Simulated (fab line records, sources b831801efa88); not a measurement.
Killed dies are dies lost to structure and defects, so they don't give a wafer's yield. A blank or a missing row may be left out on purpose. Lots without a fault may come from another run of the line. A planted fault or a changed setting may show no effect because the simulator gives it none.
Tool commonality check | flow gf180mcu | 13 lots, 39 wafers sampled

WHY IT WAS OPENED
At GF_VT_IMPLANT_RS_MEAS_46 the reading MVSD_RS is flagged on 2 of 13 lots. Wafers without a fault read 456.6 ohm/sq, standard deviation 1.1.
Rule: a lot is flagged when every wafer of it that has a number lies more than 4 standard deviations from that mean, or none has a number. The other lots count as sound.

lot  | measured     | on            | MVSD_RS (ohm/sq), wafer by wafer | flag
L613 | day 7 13:43  | film_metro-03 | 457.6 458.3 455.8                |
L614 | day 7 18:27  | film_metro-04 | 455.1 454.8 455.6                |
L615 | day 8 01:51  | film_metro-04 | 456.2 453.7 455.6                |
L616 | day 8 09:31  | film_metro-04 | 454.9 455.6 455.2                |
L618 | day 8 22:44  | film_metro-01 | 456.6 458.1 456.3                |
L619 | day 9 05:25  | film_metro-01 | 457.0 457.8 456.2                |
L620 | day 9 13:37  | film_metro-01 | 455.5 456.8 456.5                |
L624 | day 10 18:14 | film_metro-03 | 489.0 490.3 492.5                | FLAGGED
L625 | day 10 22:37 | film_metro-03 | 491.3 491.6 491.7                | FLAGGED
L629 | day 11 23:05 | film_metro-01 | 456.6 456.9 456.1                |
L634 | day 13 04:29 | film_metro-03 | 456.0 457.5 456.7                |
L635 | day 13 12:40 | film_metro-01 | 454.8 455.5 454.7                |
L636 | day 13 19:32 | film_metro-01 | 455.8 455.6 455.2                |
The numbers of the flagged lots are 491.1 ohm/sq on average: +34.5 ohm/sq against the usual, or +31 standard deviations.

WHICH TOOL RAN EACH LOT
The record holds 1 process step before the reading, out of a route of 602 steps. In each cell: the tool, then ch and the chambers that the sampled wafers went through, then the start.
lot  | flag    | GF_MVSD_IMPLANT_09
L613 |         | implanter-02 ch 0, day 4 10:10
L614 |         | implanter-02 ch 0, day 4 15:47
L615 |         | implanter-02 ch 0, day 4 20:59
L616 |         | implanter-04 ch 0, day 5 02:52
L618 |         | implanter-03 ch 0, day 5 15:47
L619 |         | implanter-04 ch 0, day 5 20:49
L620 |         | implanter-04 ch 0, day 6 04:43
L624 | FLAGGED | implanter-03 ch 0, day 7 05:22
L625 | FLAGGED | implanter-03 ch 0, day 7 09:46
L629 |         | implanter-02 ch 0, day 8 07:41
L634 |         | implanter-02 ch 0, day 9 11:59
L635 |         | implanter-02 ch 0, day 9 18:16
L636 |         | implanter-04 ch 0, day 10 00:36
What these steps do:
- GF_MVSD_IMPLANT_09
- GF_VT_IMPLANT_RS_MEAS_46: measures by four-point-probe.

FLAGGED OVER TOTAL, TOOL BY TOOL (the gauges that took the reading come last)
step                     | tool          | lots run | flagged | share of the flagged lots | sound lots run after its first flagged lot
GF_MVSD_IMPLANT_09       | implanter-02  | 6        | 0       | none                      | -
GF_MVSD_IMPLANT_09       | implanter-03  | 3        | 2       | all                       | 0
GF_MVSD_IMPLANT_09       | implanter-04  | 4        | 0       | none                      | -
GF_VT_IMPLANT_RS_MEAS_46 | film_metro-01 | 6        | 0       | none                      | -
GF_VT_IMPLANT_RS_MEAS_46 | film_metro-03 | 4        | 2       | all                       | 1 (L634)
GF_VT_IMPLANT_RS_MEAS_46 | film_metro-04 | 3        | 0       | none                      | -

WHAT THE TABLE ALLOWS
2 rows of the table ran every flagged lot: implanter-03 at GF_MVSD_IMPLANT_09, film_metro-03 at GF_VT_IMPLANT_RS_MEAS_46.
- implanter-03 at GF_MVSD_IMPLANT_09: 2 of its 3 lots flagged. Its last sound lot is L618 (day 5 15:47), its first flagged lot L624 (day 7 05:22): a fault that began between those two fits. Its own readings lie more than 4 standard deviations out on every wafer of the flagged lots: dose_ions_cm2, faraday_current_uA.
- film_metro-03 at GF_VT_IMPLANT_RS_MEAS_46: 2 of its 4 lots flagged. Sound lots ran on it after the first flagged one (L634), which a lasting fault on the whole tool wouldn't allow.
One tool is left: implanter-03 at GF_MVSD_IMPLANT_09.

WHAT THE SIMULATOR HAD PUT IN
Process parameter drift: implanter-03, from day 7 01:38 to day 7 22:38, at GF_MVSD_IMPLANT_09. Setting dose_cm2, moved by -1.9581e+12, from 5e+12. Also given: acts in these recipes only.
Lots struck among those shown: L624, L625. The rule above found the same.
